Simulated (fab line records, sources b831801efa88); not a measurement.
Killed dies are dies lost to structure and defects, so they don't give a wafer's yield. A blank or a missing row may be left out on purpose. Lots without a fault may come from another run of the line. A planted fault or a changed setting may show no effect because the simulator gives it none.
Which tool did it? | flow sky130 | 14 lots, 42 wafers sampled, at 4 steps of a route of 708

WHAT THE GAUGES READ, wafer by wafer
SKY_PWDE_TW_MEAS_10. Usual: PWDE_TW 375, standard deviation 4.7.
lot  | measured    | on            | PWDE_TW     | flag
L599 | day 3 21:01 | film_metro-03 | 376 376 377 |
L600 | day 4 02:05 | film_metro-04 | 371 371 370 |
L602 | day 4 11:08 | film_metro-03 | 375 373 375 |
L604 | day 5 01:59 | film_metro-04 | 367 368 367 |
L605 | day 5 05:38 | film_metro-02 | 381 380 382 |
L607 | day 5 19:56 | film_metro-03 | 380 377 379 |
L608 | day 6 07:20 | film_metro-02 | 379 377 377 |
L609 | day 6 11:47 | film_metro-03 | 377 377 376 |
L617 | day 8 07:23 | film_metro-04 | 371 369 368 |
L618 | day 8 11:17 | film_metro-02 | 381 380 377 |
L621 | day 9 04:22 | film_metro-04 | 370 367 368 |
L622 | day 9 13:52 | film_metro-03 | 377 380 377 |

SKY_NWELL_OVL_MEAS_10. Usual: NWELL_00_OVL 0.4 nm, standard deviation 1.1.
lot  | measured     | on         | NWELL_00_OVL (nm) | flag
L599 | day 4 14:38  | overlay-01 | -1.3 1.3 -1.0     |
L600 | day 4 19:14  | overlay-02 | 3.6 3.4 2.8       |
L602 | day 5 04:20  | overlay-02 | -0.6 1.7 0.8      |
L604 | day 5 19:14  | overlay-02 | -0.7 1.7 1.0      |
L605 | day 5 23:23  | overlay-02 | -0.5 0.0 0.6      |
L607 | day 6 12:47  | overlay-02 | -2.1 0.9 -0.6     |
L608 | day 7 02:26  | overlay-01 | 2.6 0.5 2.6       |
L609 | day 7 07:38  | overlay-01 | -0.5 1.0 0.8      |
L617 | day 9 03:44  | overlay-01 | 0.4 -0.3 0.2      |
L618 | day 9 07:53  | overlay-01 | 0.6 1.1 1.4       |
L621 | day 10 01:47 | overlay-02 | 0.6 0.6 1.1       |
L622 | day 10 12:23 | overlay-01 | -0.3 -0.2 -1.1    |

WHICH TOOL RAN EACH LOT (tool, then ch and the chambers of the sampled wafers, then the start)
lot  | SKY_FIELD_ISO_DEVELOP_12         | SKY_PWDE_STRIP_09
L599 | litho_track-02 ch 0, day 2 04:00 | plasma_asher-01 ch 0,1, day 3 20:55
L600 | litho_track-04 ch 0, day 2 09:00 | plasma_asher-02 ch 0,1, day 4 02:00
L602 | litho_track-02 ch 0, day 2 20:00 | plasma_asher-04 ch 0, day 4 11:02
L604 | litho_track-03 ch 0, day 3 07:00 | plasma_asher-02 ch 0,1, day 5 01:53
L605 | litho_track-03 ch 0, day 3 12:00 | plasma_asher-01 ch 0,1, day 5 05:32
L607 | litho_track-04 ch 0, day 3 23:00 | plasma_asher-01 ch 0,1, day 5 19:50
L608 | litho_track-04 ch 0, day 4 06:00 | plasma_asher-04 ch 0,1, day 6 07:14
L609 | litho_track-03 ch 0, day 4 09:00 | plasma_asher-01 ch 0,1, day 6 11:41
L615 | litho_track-03, day 5 17:00      | -
L616 | litho_track-03, day 5 22:00      | -
L617 | litho_track-04 ch 0, day 6 05:00 | plasma_asher-01 ch 0,1, day 8 07:17
L618 | litho_track-02 ch 0, day 6 13:00 | plasma_asher-01 ch 0,1, day 8 11:11
L621 | litho_track-04 ch 0, day 7 02:00 | plasma_asher-02 ch 0,1, day 9 04:16
L622 | litho_track-04 ch 0, day 7 06:00 | plasma_asher-01 ch 0,1, day 9 13:46
- SKY_FIELD_ISO_DEVELOP_12: develop time 60 s.
- SKY_PWDE_STRIP_09: strips in O2/N2.

WHAT THE TOOLS THEMSELVES READ (means of the sampled wafers that have a number; where no wafer has one, the mark that the record gives instead)
SKY_FIELD_ISO_DEVELOP_12. Usual: chill_plate_temp_C 22.98 C, standard deviation 0.11.
lot  | tool           | chill_plate_temp_C (C) | flag
L599 | litho_track-02 | 22.97                  |
L600 | litho_track-04 | 23.09                  |
L602 | litho_track-02 | 23.09                  |
L604 | litho_track-03 | 22.92                  |
L605 | litho_track-03 | 23.03                  |
L607 | litho_track-04 | 22.99                  |
L608 | litho_track-04 | 22.96                  |
L609 | litho_track-03 | 23.04                  |
L615 | litho_track-03 | -                      | OFF
L616 | litho_track-03 | -                      | OFF
L617 | litho_track-04 | 22.98                  |
L618 | litho_track-02 | 22.98                  |
L621 | litho_track-04 | 22.86                  |
L622 | litho_track-04 | 22.96                  |

SKY_PWDE_STRIP_09. Usual: chamber_pressure_mTorr 1500.3 mTorr, standard deviation 1.2; drypump_motor_current_A 5.5 A, standard deviation 0.4; oes_product_au 0.722 a.u., standard deviation 0.0047; strip_time_to_endpoint_s 36.95 s, standard deviation 0.11.
lot  | tool            | chamber_pressure_mTorr (mTorr) | drypump_motor_current_A (A) | oes_product_au (a.u.) | strip_time_to_endpoint_s (s) | flag
L599 | plasma_asher-01 | 1500.8                         | 5.6                         | 0.721                 | 37.05                        |
L600 | plasma_asher-02 | 1500.3                         | 5.5                         | 0.718                 | 36.96                        |
L602 | plasma_asher-04 | 1500.4                         | 5.9                         | 0.728                 | 36.87                        |
L604 | plasma_asher-02 | 1500.5                         | 5.7                         | 0.726                 | 36.90                        |
L605 | plasma_asher-01 | 1500.6                         | 5.6                         | 0.720                 | 37.01                        |
L607 | plasma_asher-01 | 1499.6                         | 5.6                         | 0.722                 | 36.92                        |
L608 | plasma_asher-04 | 1499.9                         | 5.6                         | 0.724                 | 36.77                        |
L609 | plasma_asher-01 | 1500.8                         | 5.6                         | 0.724                 | 37.07                        |
L617 | plasma_asher-01 | 1501.8                         | 5.6                         | 0.723                 | 37.06                        |
L618 | plasma_asher-01 | 1499.5                         | 5.6                         | 0.721                 | 36.99                        |
L621 | plasma_asher-02 | 1500.3                         | 5.7                         | 0.722                 | 36.85                        |
L622 | plasma_asher-01 | 1500.4                         | 5.6                         | 0.723                 | 36.82                        |

THE ANSWER, worked out from the rows above alone
Rule: a lot is off if the mean of its wafers that have a number lies more than 3 standard deviations from the usual mean. A lot without any number at a reading at which 4 lots or more have one is off too. The other lots that the step has rows for count as sound. The gauges are gone through in route order, then the tools' own readings, and for those a lot's mean is taken as printed above. The first step at which some lot is off is used, and at that step the reading that is off furthest; a lot without a number counts as furthest.
Off: L615, L616, at SKY_FIELD_ISO_DEVELOP_12 (chill_plate_temp_C). Without a number there: L615, L616.
A tool fits if, at that step or a process step before it, it ran every lot that is off, and no sound lot after the first of them. One fits: litho_track-03 at SKY_FIELD_ISO_DEVELOP_12. Its last sound lot is L609 (day 4 09:00), its first lot that is off L615 (day 5 17:00): a fault that began between those two fits.
Blank at SKY_FIELD_ISO_DEVELOP_12 on the lots that are off, where sound lots have numbers: chill_plate_temp_C.

WHAT THE SIMULATOR HAD PUT IN
Skipped step whole: litho_track-03, from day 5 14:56 on, at SKY_FIELD_ISO_DEVELOP_12. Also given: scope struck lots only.
Lots struck among those shown: L615, L616. The rule above found the same.
